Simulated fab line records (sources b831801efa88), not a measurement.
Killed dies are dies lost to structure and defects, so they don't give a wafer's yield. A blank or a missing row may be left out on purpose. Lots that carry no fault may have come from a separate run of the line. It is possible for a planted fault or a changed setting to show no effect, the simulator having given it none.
Struck lot and sound lot, side by side + flow sky130 + 15 out of 708 route steps
Sound: the wafers L843.2, L843.4, L843.6. Wafers struck: L835.1, L835.2, L835.5. The cause comes at the end.
At each step with rows: each side's tool, then ch and its chambers, then its first start. Under that, the readings that differ: sound wafers + struck wafers + difference of the means + sigmas: that difference in standard deviations of wafers without a fault.
alike: readings with means less than 2 such deviations apart, plus words and numbers identical on both sides. not compared: withheld readings, readings lacking a value on some wafer, bounds such as >300 that could conceal the same value, and numbers that have no deviation in the record and whose values overlap.
The two part at a step that has a row with sigmas, a row that says differs or no value, or rows on one side only. Numbers that don't overlap but have no deviation are shown without sigmas and don't part them. A reading missing from all wafers of one side parts the sides only when that side holds two or more wafers.

first, 8 steps without rows for these wafers: SKY_FIELD_ISO_DEHYDRATE_05 (time 60 s); SKY_FIELD_ISO_HMDS_06 (prime time 60 s); SKY_FIELD_ISO_COAT_07 (resist thk 60 nm); SKY_FIELD_ISO_COAT_08 (resist thk 450 nm); SKY_FIELD_ISO_SOFTBAKE_09 (time 90 s); SKY_FIELD_ISO_EXPOSE_10 (exposes mask FOM, target cd 150 nm); SKY_FIELD_ISO_PEB_11; SKY_FIELD_ISO_DEVELOP_12 (develop time 60 s).
SKY_FIELD_ISO_CD_MEAS_13: the cd target is 150 nm.
  sound: cdSem-02 at day 5 11:35; struck: cdSem-02 at day 3 16:55
  alike: cdNm
SKY_FIELD_ISO_ETCH_14: etches BARC in N2/H2, stops on SiO2, time 45.9 s, target depth 60 nm.
  sound on rieDiel-01 ch 1,3, day 5 11:41; struck on rieDiel-01 ch 0,1,3, day 3 17:02
  alike: drypumpMotorCurrentA, oesProductAu, rfFwdPowerW, throttleValvePct
  not compared: rfHoursCounterH
SKY_FIELD_ISO_ETCH_15: etches the open film in CHF3/O2, stops on Si, target depth 180 nm, time 72 s.
  sound on rieDiel-01 ch 1,3, day 5 11:44; struck on rieDiel-01 ch 0,1,3, day 3 17:05
  alike: drypumpMotorCurrentA, oesProductAu, rfFwdPowerW, throttleValvePct
  not compared: rfHoursCounterH
SKY_FIELD_ISO_STRIP_16: strips in O2/N2.
  sound on plasmaAsher-04 ch 0,1, day 5 11:47; struck on plasmaAsher-04 ch 0,1, day 3 17:08
  alike: drypumpMotorCurrentA, oesProductAu, stripTimeToEndpointS
  not compared: rfHoursCounterH
SKY_FIELD_ISO_ETCH_17: etches Si in HBr/Cl2/O2, target depth 342 nm, time 97.7 s.
  sound on rieSi-02 ch 0,2, day 5 11:53; struck on rieSi-01 ch 1,2,3, day 3 17:14
| reading                             | sound                | struck               | difference | sigmas |
|-------------------------------------|----------------------|----------------------|------------|--------|
| oesProductAu (a.u.)                 | 0.987 1.007 0.992    | 0.935 0.936 0.956    | -0.053     | -6     |
| rfFwdPowerW (W)                     | 595.3 596.1 595.9    | 497.0 503.4 500.9    | -95.3      | -50    |
| throttleValvePct (%)                | 25.652 25.650 25.655 | 25.684 25.719 25.689 | +0.045     | +5     |
| model.FIELD_ISO.featureDepthNm (nm) | 339.9 344.1 339.1    | 311.9 309.6 313.8    | -29.3      |        |
| model.etch.depthNm (nm)             | 339.9 344.1 339.1    | 311.9 309.6 313.8    | -29.3      |        |
  alike: drypumpMotorCurrentA
  not compared: rfHoursCounterH
then, 1 step without rows for these wafers: SKY_FIELD_ISO_WET_ETCH_18 (etches Si3N4 in H3PO4, target depth 25 nm, time 286 s).
-- a jump in the record: the struck wafers' starts before and after are 44 days apart (it breaks off in module FIELD_ISO and resumes in module PAD_OPEN, where the first step shown is number 708 of the route) --
SKY_PAD_OPEN_PROBE_99:
  sound: prober-02 at day 49 02:07; struck: prober-02 at day 47 15:26
| reading                               | sound                         | struck                      | difference | sigmas |
|---------------------------------------|-------------------------------|-----------------------------|------------|--------|
| model.etest.res_p_drift_20v.lineOhmUm | 1.08e+04 1.082e+04 1.06e+04   | 9158 9095 9342              | -1542      |        |
| model.etest.res_p_drift_20v.rsOhmSq   | 9052 9120 8882                | 7771 7729 7805              | -1250      |        |
| model.etest.pfet_16v.rOnOhmUm         | 1.496e+04 1.525e+04 1.492e+04 | 1.389e+04 1.36e+04 1.39e+04 | -1.247e+03 |        |
| model.etest.resIsoPwell.rsOhmSq       | 3114 3183 3046                | 2584 2524 2588              | -549       |        |
| model.etest.resIsoPwell.lineOhmUm     | 1195 1217 1152                | 966.6 941.6 964.2           | -230.5     |        |
| model.etest.resNwell.rsOhmSq          | 900.9 906.3 889.9             | 855.6 845.6 855.4           | -46.8      |        |
| model.etest.resNwell.widthNm (nm)     | 852.4 848.9 845.4             | 824.5 827.6 828.2           | -22.1      |        |
| model.etest.pfet_16v.driveUaUm        | 247.2 244.2 249.1             | 261.8 267.2 258.9           | +15.8      |        |
  alike: killed_at_M0_to_M3, killed_at_M4_up, killedAtContacts, killedAtFrontEnd, killedAtOther, killedDies, killedOnRim, killedOpen, killedShort

WHERE THEY PART
SKY_FIELD_ISO_ETCH_17 only, going by this record. Later steps at which nothing parts them and some readings are alike: SKY_PAD_OPEN_PROBE_99.

WHY: whatever the simulator had introduced
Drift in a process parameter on rieSi-01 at SKY_FIELD_ISO_ETCH_17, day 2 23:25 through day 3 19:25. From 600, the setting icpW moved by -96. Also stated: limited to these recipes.
